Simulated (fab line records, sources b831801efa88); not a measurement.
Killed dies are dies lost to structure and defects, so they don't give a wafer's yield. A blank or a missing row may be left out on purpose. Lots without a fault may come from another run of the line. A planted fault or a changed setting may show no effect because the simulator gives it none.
Which tool did it? | flow sky130 | 24 lots, 72 wafers sampled, at 5 steps of a route of 708

WHAT THE GAUGES READ, wafer by wafer
SKY_CAP2M_OVL_MEAS_12. Usual: CAP2M_OVL -0.2 nm, standard deviation 1.3.
lot  | measured     | on         | CAP2M_OVL (nm) | flag
L074 | day 40 18:11 | overlay-01 | -1.2 -0.2 -0.2 |
L075 | day 41 02:02 | overlay-02 | 0.5 -0.3 -0.6  |
L076 | day 41 10:59 | overlay-01 | -2.3 -0.8 -0.7 |
L077 | day 41 20:08 | overlay-01 | 0.9 2.0 2.7    |
L079 | day 41 20:50 | overlay-02 | -0.5 1.2 0.7   |
L078 | day 42 00:35 | overlay-01 | -0.8 -0.6 0.5  |
L081 | day 42 13:59 | overlay-02 | -0.2 0.8 2.5   |
L080 | day 42 18:08 | overlay-02 | -0.4 1.4 -0.5  |
L082 | day 43 02:23 | overlay-01 | -1.4 -1.7 -1.0 |
L083 | day 43 06:32 | overlay-01 | -1.6 0.3 -0.2  |
L084 | day 43 16:14 | overlay-02 | -0.7 -2.7 -0.6 |
L085 | day 43 22:56 | overlay-02 | 0.2 -0.5 -1.9  |
L086 | day 44 06:26 | overlay-02 | -0.8 2.3 -1.5  |
L087 | day 44 11:11 | overlay-01 | 2.4 1.1 -1.6   |
L088 | day 44 21:23 | overlay-02 | -0.5 -2.4 -1.7 |
L089 | day 44 23:23 | overlay-02 | -1.2 -0.5 -1.5 |
L090 | day 45 01:50 | overlay-02 | -1.2 0.1 -1.0  |
L091 | day 45 13:44 | overlay-01 | 2.9 -0.1 3.0   |
L092 | day 45 19:11 | overlay-01 | 0.6 1.6 -1.3   |
L093 | day 46 02:11 | overlay-01 | -0.9 -2.3 0.6  |
L094 | day 46 04:50 | overlay-01 | -2.0 -1.1 -3.6 |
L095 | day 46 13:29 | overlay-01 | -1.5 -1.7 -2.4 |
L096 | day 46 16:59 | overlay-01 | -2.8 -1.2 -1.0 |
L097 | day 46 18:29 | overlay-01 | 1.1 -1.0 0.4   |

SKY_METAL4_OVL_MEAS_14. Usual: METAL4_OVL -4 nm, standard deviation 6.1.
lot  | measured     | on         | METAL4_OVL (nm) | flag
L074 | day 41 18:52 | overlay-01 | -9 -10 -6       |
L075 | day 42 03:37 | overlay-01 | -5 -5 0         |
L076 | day 42 12:00 | overlay-02 | -4 -4 -4        |
L077 | day 42 20:31 | overlay-01 | -13 -12 -10     |
L079 | day 42 21:11 | overlay-02 | -2 -8 -4        |
L078 | day 43 01:04 | overlay-01 | -7 -3 -5        |
L081 | day 43 13:23 | overlay-02 | -4 -7 -10       |
L080 | day 43 17:56 | overlay-02 | -11 5 0         |
L082 | day 44 01:47 | overlay-01 | -4 7 0          |
L083 | day 44 06:10 | overlay-01 | -4 6 -5         |
L084 | day 44 15:01 | overlay-02 | -18 -17 -18     |
L085 | day 44 21:49 | overlay-02 | -1 -3 -5        |
L086 | day 45 04:55 | overlay-01 | -9 -5 -2        |
L087 | day 45 09:30 | overlay-01 | 6 -1 -6         |
L088 | day 45 18:25 | overlay-02 | 3 -2 1          |
L089 | day 45 21:01 | overlay-02 | 2 -11 -6        |
L090 | day 45 23:46 | overlay-02 | -9 -13 -11      |
L091 | day 46 11:37 | overlay-02 | 2 4 8           |
L092 | day 46 16:49 | overlay-01 | -4 -1 -1        |
L093 | day 46 23:12 | overlay-02 | 9 9 5           |
L094 | day 47 01:57 | overlay-01 | -5 -5 -13       |
L095 | day 47 10:10 | overlay-02 | -8 -8 -7        |
L096 | day 47 13:37 | overlay-02 | -6 1 -6         |
L097 | day 47 15:05 | overlay-02 | -3 -8 -1        |

WHICH TOOL RAN EACH LOT (tool, then ch and the chambers of the sampled wafers, then the start)
lot  | SKY_LOCAL_INTERCONNECT_ETCH_13    | SKY_METAL3_ETCH_17                 | SKY_VIA3_ETCH_15
L074 | rie_metal-01 ch 1, day 30 11:11   | rie_diel-03 ch 1,2, day 38 13:01   | rie_diel-01 ch 1,2,3, day 39 15:57
L075 | rie_metal-03 ch 0,1, day 30 19:04 | rie_diel-04 ch 0,2,3, day 38 21:20 | rie_diel-02 ch 0,1,3, day 40 00:00
L076 | rie_metal-02 ch 0,1, day 31 05:50 | rie_diel-03 ch 0,2,3, day 39 07:05 | rie_diel-01 ch 0,2,3, day 40 09:06
L077 | rie_metal-03 ch 0,1, day 31 16:08 | rie_diel-02 ch 0,1,3, day 39 15:41 | rie_diel-03 ch 0,2,3, day 40 18:05
L079 | rie_metal-02 ch 0,1, day 31 16:55 | rie_diel-03 ch 1,2, day 39 16:10   | rie_diel-01 ch 0,2,3, day 40 18:44
L078 | rie_metal-01 ch 0,1, day 31 21:00 | rie_diel-04 ch 0,1,3, day 39 19:37 | rie_diel-02 ch 1,2,3, day 40 22:32
L081 | rie_metal-01 ch 0,1, day 32 12:05 | rie_diel-04 ch 2,3, day 40 11:08   | rie_diel-02 ch 1,2,3, day 41 12:51
L080 | rie_metal-01 ch 0,1, day 32 14:54 | rie_diel-02 ch 1,2,3, day 40 14:05 | rie_diel-01 ch 1,2,3, day 41 16:39
L082 | rie_metal-03 ch 1, day 32 23:44   | rie_diel-03 ch 1,2, day 40 23:44   | rie_diel-01 ch 1,2,3, day 42 01:21
L083 | rie_metal-02 ch 0,1, day 33 06:05 | rie_diel-03 ch 0,1,2, day 41 03:59 | rie_diel-02 ch 1,2,3, day 42 05:26
L084 | rie_metal-02 ch 0,1, day 33 15:51 | rie_diel-03 ch 0,1,3, day 41 12:49 | rie_diel-02 ch 0,2, day 42 14:08
L085 | rie_metal-02 ch 0,1, day 34 01:38 | rie_diel-03 ch 1,3, day 41 21:37   | rie_diel-03 ch 0,1,3, day 42 23:05
L086 | rie_metal-01 ch 0,1, day 34 09:36 | rie_diel-02 ch 0,3, day 42 04:34   | rie_diel-01 ch 1,3, day 43 05:50
L087 | rie_metal-03 ch 0,1, day 34 14:03 | rie_diel-04 ch 0,2,3, day 42 08:46 | rie_diel-03 ch 0,2,3, day 43 10:03
L088 | rie_metal-02 ch 0,1, day 35 00:17 | rie_diel-02 ch 0,1,3, day 42 20:34 | rie_diel-02 ch 1,3, day 43 21:26
L089 | rie_metal-01 ch 0,1, day 35 06:17 | rie_diel-04 ch 1,3, day 42 23:31   | rie_diel-02 ch 2,3, day 43 23:33
L090 | rie_metal-02 ch 0,1, day 35 07:32 | rie_diel-02 ch 0,1,3, day 43 01:40 | rie_diel-03 ch 0,2,3, day 44 01:35
L091 | rie_metal-02 ch 0,1, day 36 00:14 | rie_diel-04 ch 0,1,2, day 43 14:59 | rie_diel-02 ch 0,2,3, day 44 14:45
L092 | rie_metal-03 ch 0, day 36 05:20   | rie_diel-03 ch 1,2,3, day 43 20:13 | rie_diel-02 ch 0,1, day 44 20:20
L093 | rie_metal-02 ch 0,1, day 36 13:13 | rie_diel-02 ch 0,1, day 44 04:46   | rie_diel-01 ch 0,1,2, day 45 04:00
L094 | rie_metal-01 ch 0,1, day 36 19:53 | rie_diel-03 ch 1,2,3, day 44 07:04 | rie_diel-03 ch 0,1,2, day 45 06:42
L095 | rie_metal-01 ch 0, day 37 04:35   | rie_diel-04 ch 2,3, day 44 16:59   | rie_diel-01 ch 2,3, day 45 15:57
L096 | rie_metal-03 ch 0,1, day 37 07:05 | rie_diel-03 ch 0,1,2, day 44 19:58 | rie_diel-01 ch 1,2,3, day 45 18:33
L097 | rie_metal-01 ch 0,1, day 37 10:47 | rie_diel-02 ch 0,1,2, day 44 21:11 | rie_diel-01 ch 1,2,3, day 45 20:30
- SKY_LOCAL_INTERCONNECT_ETCH_13: etches BARC in N2/H2, stops on SiO2, time 45.9 s, target depth 60 nm.
- SKY_METAL3_ETCH_17: etches SiO2 in C4F8/O2/Ar, stops on TiN, time 3.9 s, target depth 15 nm.
- SKY_VIA3_ETCH_15: etches SiO2 in C4F8/O2/Ar, stops on TiN, target depth 507 nm, time 78 s.

WHAT THE TOOLS THEMSELVES READ (means of the sampled wafers that have a number; where no wafer has one, the mark that the record gives instead)
SKY_LOCAL_INTERCONNECT_ETCH_13. Usual: drypump_motor_current_A 5.4 A, standard deviation 0.4; oes_product_au 0.855 a.u., standard deviation 0.0048; throttle_valve_pct 13.225 %, standard deviation 0.0085.
lot  | tool         | drypump_motor_current_A (A) | oes_product_au (a.u.) | throttle_valve_pct (%) | flag
L074 | rie_metal-01 | 5.4                         | 0.856                 | 13.231                 |
L075 | rie_metal-03 | 5.9                         | 0.849                 | 13.223                 |
L076 | rie_metal-02 | 5.0                         | 0.854                 | 13.234                 |
L077 | rie_metal-03 | 5.9                         | 0.854                 | 13.222                 |
L079 | rie_metal-02 | 5.0                         | 0.857                 | 13.223                 |
L078 | rie_metal-01 | 5.5                         | 0.861                 | 13.229                 |
L081 | rie_metal-01 | 5.4                         | 0.851                 | 13.221                 |
L080 | rie_metal-01 | 5.5                         | 0.860                 | 13.220                 |
L082 | rie_metal-03 | 6.3                         | 0.856                 | 13.234                 |
L083 | rie_metal-02 | 5.0                         | 0.856                 | 13.216                 |
L084 | rie_metal-02 | 5.0                         | 0.859                 | 13.231                 |
L085 | rie_metal-02 | 5.2                         | 0.853                 | 13.226                 |
L086 | rie_metal-01 | 5.5                         | 0.861                 | 13.219                 |
L087 | rie_metal-03 | 5.9                         | 0.857                 | 13.220                 |
L088 | rie_metal-02 | 5.2                         | 0.848                 | 13.229                 |
L089 | rie_metal-01 | 5.4                         | 0.853                 | 13.227                 |
L090 | rie_metal-02 | 5.2                         | 0.851                 | 13.212                 |
L091 | rie_metal-02 | 5.3                         | 0.852                 | 13.231                 |
L092 | rie_metal-03 | 5.2                         | 0.852                 | 13.226                 |
L093 | rie_metal-02 | 5.2                         | 0.853                 | 13.221                 |
L094 | rie_metal-01 | 5.5                         | 0.864                 | 13.228                 |
L095 | rie_metal-01 | 5.5                         | 0.857                 | 13.224                 |
L096 | rie_metal-03 | 5.6                         | 0.853                 | 13.227                 |
L097 | rie_metal-01 | 5.4                         | 0.853                 | 13.223                 |

SKY_METAL3_ETCH_17. Usual: oes_product_au 0.754 a.u., standard deviation 0.0071.
lot  | tool        | oes_product_au (a.u.) | flag
L074 | rie_diel-03 | 0.751                 |
L075 | rie_diel-04 | 0.753                 |
L076 | rie_diel-03 | 0.758                 |
L077 | rie_diel-02 | 0.755                 |
L079 | rie_diel-03 | 0.746                 |
L078 | rie_diel-04 | 0.755                 |
L081 | rie_diel-04 | 0.754                 |
L080 | rie_diel-02 | 0.747                 |
L082 | rie_diel-03 | 0.748                 |
L083 | rie_diel-03 | 0.755                 |
L084 | rie_diel-03 | 0.756                 |
L085 | rie_diel-03 | 0.751                 |
L086 | rie_diel-02 | 0.753                 |
L087 | rie_diel-04 | 0.751                 |
L088 | rie_diel-02 | 0.751                 |
L089 | rie_diel-04 | 0.758                 |
L090 | rie_diel-02 | 0.756                 |
L091 | rie_diel-04 | 0.758                 |
L092 | rie_diel-03 | 0.765                 |
L093 | rie_diel-02 | 0.755                 |
L094 | rie_diel-03 | 0.751                 |
L095 | rie_diel-04 | 0.754                 |
L096 | rie_diel-03 | 0.757                 |
L097 | rie_diel-02 | 0.749                 |

SKY_VIA3_ETCH_15. Usual: oes_product_au 0.946 a.u., standard deviation 0.0044.
lot  | tool        | oes_product_au (a.u.) | flag
L074 | rie_diel-01 | 0.951                 |
L075 | rie_diel-02 | 0.947                 |
L076 | rie_diel-01 | 0.947                 |
L077 | rie_diel-03 | 0.942                 |
L079 | rie_diel-01 | 0.946                 |
L078 | rie_diel-02 | 0.947                 |
L081 | rie_diel-02 | 0.943                 |
L080 | rie_diel-01 | 0.944                 |
L082 | rie_diel-01 | 0.950                 |
L083 | rie_diel-02 | 0.944                 |
L084 | rie_diel-02 | 0.948                 |
L085 | rie_diel-03 | 0.946                 |
L086 | rie_diel-01 | 0.945                 |
L087 | rie_diel-03 | 0.951                 |
L088 | rie_diel-02 | 0.946                 |
L089 | rie_diel-02 | 0.951                 |
L090 | rie_diel-03 | 0.941                 |
L091 | rie_diel-02 | 0.948                 |
L092 | rie_diel-02 | 0.946                 |
L093 | rie_diel-01 | 0.944                 |
L094 | rie_diel-03 | 0.944                 |
L095 | rie_diel-01 | 0.947                 |
L096 | rie_diel-01 | 0.944                 |
L097 | rie_diel-01 | 0.941                 |

THE ANSWER, worked out from the rows above alone
Rule: a lot is off if the mean of its wafers that have a number lies more than 3 standard deviations from the usual mean. A lot without any number at a reading at which 4 lots or more have one is off too. The other lots that the step has rows for count as sound. The gauges are gone through in route order, then the tools' own readings, and for those a lot's mean is taken as printed above. The first step at which some lot is off is used, and at that step the reading that is off furthest; a lot without a number counts as furthest.
No lot is off at any reading shown: from this, nothing can be told.

WHAT THE SIMULATOR HAD PUT IN
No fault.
